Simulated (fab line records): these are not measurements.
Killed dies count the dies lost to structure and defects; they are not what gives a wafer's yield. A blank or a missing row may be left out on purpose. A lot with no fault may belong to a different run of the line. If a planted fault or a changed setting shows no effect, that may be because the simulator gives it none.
2 desks looking at one fault | flow sky130 | only its own numbers are on each desk; what lay behind them is given at the end

## THE TOOL OWNER'S DESK: pvd sputter-02
The tool's own readings at SKY_METAL2_SPUTTER_00 (material Ti, target thk 15 nm, time 10 s): means of the sampled wafers that have a number, for each lot that ran on this tool. A lot is out of limits, marked OUT, if its mean lies more than 4 standard deviations from the usual mean; the brackets give that distance.
Columns: A = cathode dc power W at SKY_METAL2_SPUTTER_00, usual 3000.0 W; B = throttle valve pct at SKY_METAL2_SPUTTER_00, usual 30.1 %
lot  | first seen here | A                        | B
L456 | day 36 04:19    | 3000.0                   | 29.5
L458 | day 37 11:39    | 3093.0 (+99 or more) OUT | 30.4
L462 | day 38 07:34    | 3139.2 (+99 or more) OUT | 29.3
This desk's verdict: out of limits on L458, L462, starting with L458 at day 37 11:39 (cathode dc power W at SKY_METAL2_SPUTTER_00). L456: within limits.

## THE METROLOGY DESK
Lot by lot, what the gauges showed, no matter which tool ran the lot: averages of those sampled wafers that carry a number. A lot is out of limits, marked OUT, if its mean lies more than 4 standard deviations from the usual mean; the brackets give that distance.
Columns: A = VIA1_OVL at SKY_VIA1_OVL_MEAS_13, usual -2 nm; B = VIA1_W_RS at SKY_VIA1_RS_MEAS_22, usual 0.431 ohm/sq; C = VIA1_W_THK at SKY_VIA1_THK_MEAS_23, usual 269.4 nm
lot  | first seen here | A  | B     | C
L454 | day 35 18:44    | -4 | 0.430 | 269.7
L456 | day 36 02:56    | 2  | 0.430 | 270.3
L458 | day 37 10:16    | -3 | 0.434 | 266.1
L462 | day 38 06:13    | 1  | 0.427 | 268.6
L464 | day 38 16:50    | -0 | 0.434 | 267.3
L466 | day 39 09:20    | 0  | 0.428 | 271.6
This desk's verdict: no lot among the 6 shows anything out of limits.

## TAKEN TOGETHER
An alarm could have come from the tool owner's desk at day 37 11:39, on L458, L462.
Nothing out of limits was seen by the metrology desk.
The metrology desk holds a record of L458, L462, inside its limits.
On pvd sputter-02, each named lot ran SKY_METAL2_SPUTTER_00.

## WHAT THE SIMULATOR HAD INSERTED
Process parameter drift: pvd sputter-02, from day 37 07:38 on, at SKY_METAL2_SPUTTER_00. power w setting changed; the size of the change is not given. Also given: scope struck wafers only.
Shown lots that were struck: L458, L462.
Hours from the fault's start to each desk's first reading out of limits: the tool owner's desk, 4.
